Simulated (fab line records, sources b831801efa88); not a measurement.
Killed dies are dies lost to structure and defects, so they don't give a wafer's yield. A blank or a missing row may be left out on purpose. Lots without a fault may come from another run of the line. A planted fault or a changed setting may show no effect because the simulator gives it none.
One fault seen from 2 desks | flow gf180mcu | each desk has only its own numbers; what lay behind them comes last

THE TOOL OWNER'S DESK: implanter-02
The tool's own readings at GF_NWELL_IMPLANT_09: means of the sampled wafers that have a number, for each lot that ran on this tool. A lot is out of limits, marked OUT, if its mean lies more than 4 standard deviations from the usual mean; the brackets give that distance.
Columns: A = dose_ions_cm2 at GF_NWELL_IMPLANT_09, usual 4e+12; B = faraday_current_uA at GF_NWELL_IMPLANT_09, usual 22.6
lot  | first seen here | A                       | B
L219 | day 3 07:20     | 4e+12                   | 22.4
L221 | day 3 20:40     | 4e+12                   | 22.3
L226 | day 5 01:28     | 4e+12                   | 22.3
L229 | day 5 16:47     | 4e+12                   | 22.7
L231 | day 6 02:58     | 4e+12                   | 22.5
L237 | day 7 11:34     | 5e+12 (+99 or more) OUT | 30.2 (+17) OUT
L238 | day 7 15:26     | 5e+12 (+99 or more) OUT | 30.4 (+17) OUT
This desk's finding: out of limits on L237, L238; first on L237, day 7 11:34 (dose_ions_cm2 at GF_NWELL_IMPLANT_09). In limits: L219, L221, L226, L229, L231.

THE METROLOGY DESK
What the gauges read, lot by lot, whatever tool the lot ran on: means of the sampled wafers that have a number. A lot is out of limits, marked OUT, if its mean lies more than 4 standard deviations from the usual mean; the brackets give that distance.
Columns: A = NWELL_RS at GF_VT_IMPLANT_RS_MEAS_47, usual 488.2 ohm/sq
lot  | first seen here | A
L219 | day 7 16:29     | 487.9
L220 | day 7 23:05     | 488.8
L221 | day 8 07:56     | 488.4
L222 | day 8 11:46     | 488.9
L226 | day 10 00:47    | 489.0
L227 | day 10 01:05    | 486.3
L229 | day 10 17:40    | 487.0
L230 | day 10 18:28    | 488.6
L231 | day 10 23:29    | 488.4
L237 | day 12 14:35    | 468.2 (-15) OUT
L238 | day 13 04:47    | 466.2 (-17) OUT
L242 | day 14 03:46    | 487.0
This desk's finding: out of limits on L237, L238; first on L237, day 12 14:35 (NWELL_RS at GF_VT_IMPLANT_RS_MEAS_47). In limits: L219, L220, L221, L222, L226, L227, L229, L230, L231, L242.

PUT TOGETHER
The tool owner's desk could have raised an alarm at day 7 11:34, on L237, L238.
The metrology desk could have raised an alarm at day 12 14:35, on L237, L238.
Of the lots named, all ran GF_NWELL_IMPLANT_09 on implanter-02.

WHAT THE SIMULATOR HAD PUT IN
Process parameter drift: implanter-02, from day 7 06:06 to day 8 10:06, at GF_NWELL_IMPLANT_09. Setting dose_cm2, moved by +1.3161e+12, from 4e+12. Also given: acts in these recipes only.
Lots struck among those shown: L237, L238.
Hours from the fault's start to each desk's first reading out of limits: the tool owner's desk, 5; the metrology desk, 128.
